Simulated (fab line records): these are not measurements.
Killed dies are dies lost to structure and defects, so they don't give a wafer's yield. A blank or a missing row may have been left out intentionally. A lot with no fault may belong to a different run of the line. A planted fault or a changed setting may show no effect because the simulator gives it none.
Struck lot and sound lot, side by side	flow sky130	17 out of 708 route steps
Sound: the wafers L219.1, L219.3, L219.4. Wafers L230.1, L230.3, L230.6 were the ones struck. Last of all comes the cause.
At each step with rows: each side's tool, then ch and its chambers, then its first start. Under that, the readings that differ: sound wafers	struck wafers	difference of the means	sigmas: that difference in standard deviations of wafers without a fault.
alike: readings whose means differ by less than 2 such deviations, and words and numbers that are the same on both sides. not compared: withheld readings, readings that some wafer has no value for, bounds like >300 that may hide the same value, and numbers for which the record gives no deviation and whose values overlap.
A row with sigmas, a row that says differs or no value, or rows on one side alone: a step with any of these is where the two part. Numbers that have no deviation but don't overlap get no sigmas and don't part them. A reading that every wafer of one side lacks parts them only if that side has two wafers or more.

SKY_LDD_HVN_OVL_MEAS_07:
  sound on overlay-02 at day 22 16:34; struck on overlay-02 at day 26 20:02
  alike: LDD_HVN_OVL
after that, 1 step had no rows for these wafers: SKY_LDD_HVN_IMPLANT_08.
SKY_LDD_HVN_STRIP_09: strips in O2/N2.
  sound on plasma asher-04 ch 0,1, day 22 16:45; struck on plasma asher-02 ch 0,1, day 26 20:13
reading	sound	struck	difference	sigmas
drypump motor current A (A)	6.0 6.1 6.0	5.6 4.9 4.9	-0.9	-2
  alike: chamber pressure mTorr, oes product au, strip time to endpoint s
  not compared: rf hours counter h
SKY_LDD_HVN_TW_MEAS_10:
  sound on film metro-04 at day 22 16:51; struck on film metro-04 at day 26 20:19
  alike: LDD_HVN_TW
then, 7 steps without rows for these wafers: SKY_LDD_HVP_DEHYDRATE_00 (time 60 s); SKY_LDD_HVP_HMDS_01 (prime time 60 s); SKY_LDD_HVP_COAT_02 (resist thk 300 nm); SKY_LDD_HVP_SOFTBAKE_03 (time 60 s); SKY_LDD_HVP_EXPOSE_04 (exposes mask HVPTM, target cd 700 nm); SKY_LDD_HVP_PEB_05; SKY_LDD_HVP_DEVELOP_06 (develop time 60 s).
SKY_LDD_HVP_OVL_MEAS_07:
  sound on overlay-01 at day 23 22:08; struck on overlay-02 at day 28 00:40
  alike: LDD_HVP_OVL
SKY_LDD_HVP_IMPLANT_08:
  sound on implanter-01 ch 0, day 23 22:10; struck on implanter-02 ch 0, day 28 00:42
reading	sound	struck	difference	sigmas
dose ions cm2	1.6992e+13 1.6999e+13 1.6982e+13	7.699e+12 7.661e+12 7.677e+12	-9.312e+12	-99 or more
faraday current uA	94.5 95.5 99.4	43.1 42.7 42.1	-53.8	-30
  alike: beam energy keV
SKY_LDD_HVP_STRIP_09: strips in O2/N2.
  sound on plasma asher-03 ch 0,1, day 23 22:19; struck on plasma asher-02 ch 0,1, day 28 00:51
  alike: chamber pressure mTorr, drypump motor current A, oes product au, strip time to endpoint s
  not compared: rf hours counter h
SKY_LDD_HVP_TW_MEAS_10:
  sound on film metro-02 at day 23 22:25; struck on film metro-01 at day 28 00:57
reading	sound	struck	difference	sigmas
LDD_HVP_TW	459.3 459.5 459.9	361.4 363.5 361.0	-97.6	-33
then, 1 step without rows for these wafers: SKY_LDD_LDN_DEHYDRATE_00 (time 60 s).
-- here the record skips 22 days between the struck wafers' starts before and after, leaving off in module LDD_LDN and picking up in module PAD_OPEN (first step shown: number 708 of the route) --
SKY_PAD_OPEN_PROBE_99:
  sound on prober-02 at day 47 05:01; struck on prober-01 at day 50 02:48
reading	sound	struck	difference	sigmas
model.etest.tip_p_5v.rs ohm sq	2880 2864 2882	5183 5206 5159	+2307	
model.etest.pfet g5v0d10v5.r on ohm um	4763 4728 4824	4995 4992 5041	+238	
model.etest.tip_p_5v.rs ohm sq range	107.3 42.28 91.99	243.5 336.4 227.7	+188.7	
model.etest.pfet g5v0d10v5.drive ua um	337.1 340.1 332.5	323.5 321.1 320.2	-15.0	
model.etest.ring_5v.delay ps	44.44 44.04 44.74	45.1 45.45 45.02	+0.8	
model.etest.pfet g5v0d10v5.off log10 a um	-12.31 -12.45 -12.62	-13.2 -13.21 -13.3	-0.8	
model.etest.pfet g5v0d10v5.vt sat v (V)	-0.61 -0.6256 -0.6555	-0.7069 -0.7196 -0.7144	-0.0833	
  alike: killed_at_M0_to_M3, killed_at_M4_up, killed at contacts, killed at front end, killed at other, killed dies, killed open, killed short

== WHERE THEY PART ==
At SKY_LDD_HVN_STRIP_09 first; at SKY_LDD_HVP_TW_MEAS_10 last (within this record only). Later steps at which nothing parts them and some readings are alike: SKY_PAD_OPEN_PROBE_99.

WHY: what the simulator had put in
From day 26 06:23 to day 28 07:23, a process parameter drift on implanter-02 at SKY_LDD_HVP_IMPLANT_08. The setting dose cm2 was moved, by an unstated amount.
